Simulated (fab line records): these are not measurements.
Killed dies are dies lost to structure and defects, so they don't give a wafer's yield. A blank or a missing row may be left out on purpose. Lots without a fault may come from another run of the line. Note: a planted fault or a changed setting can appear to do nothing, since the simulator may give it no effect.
Check for tools in common :: flow gf180mcu :: Sampled: 12 lots, 42 wafers

== WHAT PROMPTED THE OPENING ==
At GF_HV_LDD_CD_MEAS_31 the reading cd nm is flagged on 2 of 12 lots. Wafers without a fault read 400.5 nm, standard deviation 2.5.
Rule: a lot gets a flag if all its wafers with a number sit over 4 standard deviations from that mean, or if no wafer of it has a number. The other lots count as sound.

lot: L406
measured: day 11 14:39
on: cd sem-01
cd nm (nm), wafer by wafer: 401.5 399.5 401.9
flag: 

lot: L407
measured: day 11 22:42
on: cd sem-01
cd nm (nm), wafer by wafer: 403.3 403.2 403.8
flag: 

lot: L408
measured: day 12 02:33
on: cd sem-01
cd nm (nm), wafer by wafer: 401.3 401.2 401.2
flag: 

lot: L410
measured: day 12 19:52
on: cd sem-01
cd nm (nm), wafer by wafer: 400.7 400.6 401.6
flag: 

lot: L412
measured: day 13 13:52
on: cd sem-01
cd nm (nm), wafer by wafer: 401.3 401.5 399.9
flag: 

lot: L414
measured: day 14 04:06
on: cd sem-02
cd nm (nm), wafer by wafer: 401.3 401.2 401.9
flag: 

lot: L419
measured: day 15 18:25
on: cd sem-02
cd nm (nm), wafer by wafer: 416.6 414.3 415.2 416.7 414.6 414.8
flag: FLAGGED

lot: L420
measured: day 16 00:38
on: cd sem-01
cd nm (nm), wafer by wafer: 420.2 418.9 418.7 420.6 418.5 418.7
flag: FLAGGED

lot: L423
measured: day 17 01:18
on: cd sem-02
cd nm (nm), wafer by wafer: 402.7 403.2 403.8
flag: 

lot: L424
measured: day 17 11:10
on: cd sem-01
cd nm (nm), wafer by wafer: 400.3 400.0 398.5
flag: 

lot: L425
measured: day 17 17:41
on: cd sem-02
cd nm (nm), wafer by wafer: 402.5 403.0 401.8
flag: 

lot: L429
measured: day 19 03:44
on: cd sem-01
cd nm (nm), wafer by wafer: 400.4 402.7 401.1
flag: 
Average over the flagged lots: 417.3 nm; offset from the usual +16.8 nm, equal to +7 standard deviations.

== WHICH TOOL RAN EACH LOT ==
The record holds 1 process step before the reading, out of a route of 602 steps. Cell contents, in order: the tool; ch with the chambers the sampled wafers went through; the start.
lot: L406
flag: 
GF_HV_LDD_EXPOSE_28: iline stepper-02 ch 0, day 11 05:33

lot: L407
flag: 
GF_HV_LDD_EXPOSE_28: iline stepper-02 ch 0, day 11 13:31

lot: L408
flag: 
GF_HV_LDD_EXPOSE_28: iline stepper-01 ch 0, day 11 16:53

lot: L410
flag: 
GF_HV_LDD_EXPOSE_28: iline stepper-01 ch 0, day 12 10:33

lot: L412
flag: 
GF_HV_LDD_EXPOSE_28: iline stepper-02 ch 0, day 13 03:53

lot: L414
flag: 
GF_HV_LDD_EXPOSE_28: iline stepper-01 ch 0, day 13 17:54

lot: L419
flag: FLAGGED
GF_HV_LDD_EXPOSE_28: iline stepper-02 ch 0, day 15 07:29

lot: L420
flag: FLAGGED
GF_HV_LDD_EXPOSE_28: iline stepper-02 ch 0, day 15 13:59

lot: L423
flag: 
GF_HV_LDD_EXPOSE_28: iline stepper-01 ch 0, day 16 14:37

lot: L424
flag: 
GF_HV_LDD_EXPOSE_28: iline stepper-01 ch 0, day 16 23:56

lot: L425
flag: 
GF_HV_LDD_EXPOSE_28: iline stepper-01 ch 0, day 17 05:34

lot: L429
flag: 
GF_HV_LDD_EXPOSE_28: iline stepper-01 ch 0, day 18 15:55
What these steps do:
- GF_HV_LDD_EXPOSE_28: exposes mask Nplus HV AREA, target cd 400 nm.
- GF_HV_LDD_CD_MEAS_31: target cd 400 nm.

== FLAGGED OVER TOTAL, TOOL BY TOOL (the gauges that took the reading come last) ==
step: GF_HV_LDD_EXPOSE_28
tool: iline stepper-01
lots run: 7
flagged: 0
share of the flagged lots: none
sound lots run after its first flagged lot: -

step: GF_HV_LDD_EXPOSE_28
tool: iline stepper-02
lots run: 5
flagged: 2
share of the flagged lots: all
sound lots run after its first flagged lot: 0

step: GF_HV_LDD_CD_MEAS_31
tool: cd sem-01
lots run: 8
flagged: 1
share of the flagged lots: some
sound lots run after its first flagged lot: 2 (L424,L429)

step: GF_HV_LDD_CD_MEAS_31
tool: cd sem-02
lots run: 4
flagged: 1
share of the flagged lots: some
sound lots run after its first flagged lot: 2 (L423,L425)

== WHAT IS ALLOWED BY THE TABLE ==
1 row of the table ran every flagged lot: iline stepper-02 at GF_HV_LDD_EXPOSE_28.
- iline stepper-02 at GF_HV_LDD_EXPOSE_28: 2 of its 5 lots flagged. Its last sound lot is L412 (day 13 03:53), its first flagged lot L419 (day 15 07:29): a fault that began between those two fits. Its own readings lie more than 4 standard deviations out on every wafer of the flagged lots: exposure dose mJ cm2.
Left over: one tool, iline stepper-02 at GF_HV_LDD_EXPOSE_28.

== WHAT HAD BEEN PUT IN BY THE SIMULATOR ==
Process parameter drift: iline stepper-02, from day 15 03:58 on, at GF_HV_LDD_EXPOSE_28. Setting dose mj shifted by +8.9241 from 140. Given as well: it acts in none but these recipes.
Shown lots that were struck: L419, L420. The rule above found the same.
